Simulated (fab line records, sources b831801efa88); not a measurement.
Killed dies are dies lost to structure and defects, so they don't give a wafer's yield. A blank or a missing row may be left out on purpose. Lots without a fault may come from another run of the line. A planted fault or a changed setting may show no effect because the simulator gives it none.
Which tool did it? | flow sky130 | 10 lots, 30 wafers sampled, at 5 steps of a route of 708

WHAT THE GAUGES READ, wafer by wafer
SKY_FIELD_ISO_BOW_MEAS_00. Usual: INCOMING_BOW 1 um, standard deviation 6.
lot  | measured    | on            | INCOMING_BOW (um) | flag
L246 | day 1 15:02 | film_metro-01 | 5 2 5             |
L249 | day 2 06:02 | film_metro-02 | 4 4 1             |
L255 | day 3 12:01 | film_metro-01 | -6 -11 17         |
L256 | day 3 17:02 | film_metro-02 | 3 -2 -2           |
L257 | day 3 22:01 | film_metro-01 | -1 -5 -3          |
L258 | day 4 03:00 | film_metro-02 | 1 2 4             |
L262 | day 4 23:01 | film_metro-03 | 8 7 0             |
L266 | day 5 19:01 | film_metro-01 | 1 -8 -6           |
L267 | day 6 00:00 | film_metro-02 | 6 -5 7            |
L268 | day 6 05:00 | film_metro-03 | 2 -7 10           |

SKY_LDD_N_TW_MEAS_17. Usual: LDD_N_TW 2582, standard deviation 49.
lot  | measured     | on            | LDD_N_TW       | flag
L246 | day 17 21:12 | film_metro-02 | 2603 2614 2604 |
L249 | day 19 05:12 | film_metro-03 | 2630 2619 2623 |
L255 | day 21 21:55 | film_metro-03 | 2631 2637 2624 |
L256 | day 21 22:48 | film_metro-03 | 2614 2629 2639 |
L257 | day 22 20:14 | film_metro-01 | 2491 2501 2508 |
L258 | day 23 13:40 | film_metro-02 | 2601 2599 2605 |
L262 | day 24 09:47 | film_metro-01 | 2505 2499 2506 |
L266 | day 26 02:58 | film_metro-03 | 2920 2922 2905 | OFF
L267 | day 25 22:52 | film_metro-01 | 2779 2769 2781 | OFF
L268 | day 26 18:08 | film_metro-02 | 2855 2849 2862 | OFF

WHICH TOOL RAN EACH LOT (tool, then ch and the chambers of the sampled wafers, then the start)
lot  | SKY_GATE_OXIDE_STRIP_13              | SKY_LDD_N_IMPLANT_10            | SKY_LDD_N_STRIP_16
L246 | plasma_asher-04 ch 0,1, day 13 21:57 | implanter-04 ch 0, day 17 20:14 | plasma_asher-02 ch 0,1, day 17 21:07
L249 | plasma_asher-01 ch 0,1, day 15 07:38 | implanter-04 ch 0, day 19 04:14 | plasma_asher-02 ch 0,1, day 19 05:07
L255 | plasma_asher-02 ch 0,1, day 17 18:23 | implanter-04 ch 0, day 21 20:56 | plasma_asher-03 ch 0,1, day 21 21:49
L256 | plasma_asher-01 ch 0,1, day 17 14:58 | implanter-02 ch 0, day 21 21:50 | plasma_asher-03 ch 0,1, day 21 22:43
L257 | plasma_asher-02 ch 0, day 18 14:59   | implanter-02 ch 0, day 22 19:15 | plasma_asher-03 ch 1, day 22 20:08
L258 | plasma_asher-04 ch 0,1, day 19 09:44 | implanter-04 ch 0, day 23 12:41 | plasma_asher-02 ch 0,1, day 23 13:35
L262 | plasma_asher-02 ch 0,1, day 20 06:10 | implanter-02 ch 0, day 24 08:48 | plasma_asher-01 ch 0,1, day 24 09:41
L266 | plasma_asher-02 ch 0,1, day 21 22:56 | implanter-04 ch 0, day 26 01:59 | plasma_asher-03 ch 0,1, day 26 02:52
L267 | plasma_asher-04 ch 0,1, day 21 22:14 | implanter-04 ch 0, day 25 21:52 | plasma_asher-02 ch 0,1, day 25 22:46
L268 | plasma_asher-04 ch 0,1, day 22 18:04 | implanter-04 ch 0, day 26 17:08 | plasma_asher-02 ch 0,1, day 26 18:02
- SKY_GATE_OXIDE_STRIP_13: strips in O2/N2.
- SKY_LDD_N_IMPLANT_10
- SKY_LDD_N_STRIP_16: strips in O2/N2.

WHAT THE TOOLS THEMSELVES READ (means of the sampled wafers that have a number; where no wafer has one, the mark that the record gives instead)
SKY_GATE_OXIDE_STRIP_13. Usual: chamber_pressure_mTorr 1499.9 mTorr, standard deviation 1.3; drypump_motor_current_A 5.5 A, standard deviation 0.4; oes_product_au 0.716 a.u., standard deviation 0.0045; strip_time_to_endpoint_s 14.16 s, standard deviation 0.049.
lot  | tool            | chamber_pressure_mTorr (mTorr) | drypump_motor_current_A (A) | oes_product_au (a.u.) | strip_time_to_endpoint_s (s) | flag
L246 | plasma_asher-04 | 1500.0                         | 5.6                         | 0.714                 | 14.10                        |
L249 | plasma_asher-01 | 1500.3                         | 5.4                         | 0.716                 | 14.18                        |
L255 | plasma_asher-02 | 1499.8                         | 5.7                         | 0.714                 | 14.14                        |
L256 | plasma_asher-01 | 1499.0                         | 5.4                         | 0.716                 | 14.15                        |
L257 | plasma_asher-02 | 1500.9                         | 5.3                         | 0.719                 | 14.12                        |
L258 | plasma_asher-04 | 1499.8                         | 5.3                         | 0.715                 | 14.22                        |
L262 | plasma_asher-02 | 1500.3                         | 5.7                         | 0.719                 | 14.25                        |
L266 | plasma_asher-02 | 1499.6                         | 5.7                         | 0.718                 | 14.14                        |
L267 | plasma_asher-04 | 1500.2                         | 5.3                         | 0.715                 | 14.06                        |
L268 | plasma_asher-04 | 1499.3                         | 5.6                         | 0.720                 | 14.20                        |

SKY_LDD_N_IMPLANT_10. Usual: beam_on_s 9.98 s, standard deviation 0.18; dose_ions_cm2 7.502e+13, standard deviation 8e+10; end_station_pressure_torr 5.3e-06 Torr, standard deviation 3.1e-07; faraday_current_uA 424, standard deviation 7.6.
lot  | tool         | beam_on_s (s) | dose_ions_cm2 | end_station_pressure_torr (Torr) | faraday_current_uA | flag
L246 | implanter-04 | 10.02         | 7.504e+13     | 5.4e-06                          | 422                |
L249 | implanter-04 | 10.08         | 7.498e+13     | 5.3e-06                          | 419                |
L255 | implanter-04 | 9.94          | 7.501e+13     | 5.2e-06                          | 426                |
L256 | implanter-02 | 9.96          | 7.508e+13     | 5.6e-06                          | 424                |
L257 | implanter-02 | 9.98          | 7.510e+13     | 5.2e-06                          | 423                |
L258 | implanter-04 | 10.10         | 7.502e+13     | 5.3e-06                          | 419                |
L262 | implanter-02 | 10.04         | 7.505e+13     | 5.3e-06                          | 421                |
L266 | implanter-04 | 38.34         | 3.624e+14     | 5.1e-06                          | 534                | OFF
L267 | implanter-04 | 37.39         | 3.624e+14     | 5.2e-06                          | 547                | OFF
L268 | implanter-04 | 37.99         | 3.625e+14     | 5.0e-06                          | 537                | OFF

SKY_LDD_N_STRIP_16. Usual: chamber_pressure_mTorr 1499.8 mTorr, standard deviation 1.3; drypump_motor_current_A 5.7 A, standard deviation 0.36; oes_product_au 0.407 a.u., standard deviation 0.0047; strip_time_to_endpoint_s 4.318 s, standard deviation 0.015.
lot  | tool            | chamber_pressure_mTorr (mTorr) | drypump_motor_current_A (A) | oes_product_au (a.u.) | strip_time_to_endpoint_s (s) | flag
L246 | plasma_asher-02 | 1499.3                         | 5.7                         | 0.402                 | 4.300                        |
L249 | plasma_asher-02 | 1499.3                         | 5.7                         | 0.410                 | 4.327                        |
L255 | plasma_asher-03 | 1498.1                         | 5.9                         | 0.405                 | 4.298                        |
L256 | plasma_asher-03 | 1499.3                         | 5.8                         | 0.413                 | 4.309                        |
L257 | plasma_asher-03 | 1500.0                         | 5.7                         | 0.405                 | 4.312                        |
L258 | plasma_asher-02 | 1499.1                         | 5.7                         | 0.407                 | 4.334                        |
L262 | plasma_asher-01 | 1499.2                         | 5.4                         | 0.408                 | 4.302                        |
L266 | plasma_asher-03 | 1500.3                         | 5.9                         | 0.405                 | 5.024                        | OFF
L267 | plasma_asher-02 | 1500.5                         | 5.5                         | 0.410                 | 5.045                        | OFF
L268 | plasma_asher-02 | 1500.6                         | 5.7                         | 0.406                 | 5.033                        | OFF

THE ANSWER, worked out from the rows above alone
Rule: a lot is off if the mean of its wafers that have a number lies more than 3 standard deviations from the usual mean. A lot without any number at a reading at which 4 lots or more have one is off too. The other lots that the step has rows for count as sound. The gauges are gone through in route order, then the tools' own readings, and for those a lot's mean is taken as printed above. The first step at which some lot is off is used, and at that step the reading that is off furthest; a lot without a number counts as furthest.
Off: L266, L267, L268, at SKY_LDD_N_TW_MEAS_17 (LDD_N_TW).
A tool fits if, at a process step before that reading, it ran every lot that is off, and no sound lot after the first of them. The gauges at SKY_LDD_N_TW_MEAS_17 aren't tried: what is off there is off at SKY_LDD_N_IMPLANT_10 too, on other tools, and a gauge's error can't cause that. One fits: implanter-04 at SKY_LDD_N_IMPLANT_10. Its last sound lot is L258 (day 23 12:41), its first lot that is off L267 (day 25 21:52): a fault that began between those two fits.
The tool's own readings at SKY_LDD_N_IMPLANT_10 bear it out: on the lots that are off they differ by more than 5 times the standard deviation of the sound lots' means. beam_on_s reads 37.91 s there against 10.02 s on the sound lots; dose_ions_cm2 reads 3.624e+14 there against 7.504e+13 on the sound lots; faraday_current_uA reads 539 there against 422 on the sound lots.

WHAT THE SIMULATOR HAD PUT IN
Process parameter drift: implanter-04, from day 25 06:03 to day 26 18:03, at SKY_LDD_N_IMPLANT_10. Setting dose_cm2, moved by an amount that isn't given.
Lots struck among those shown: L266, L267, L268. The rule above found the same.
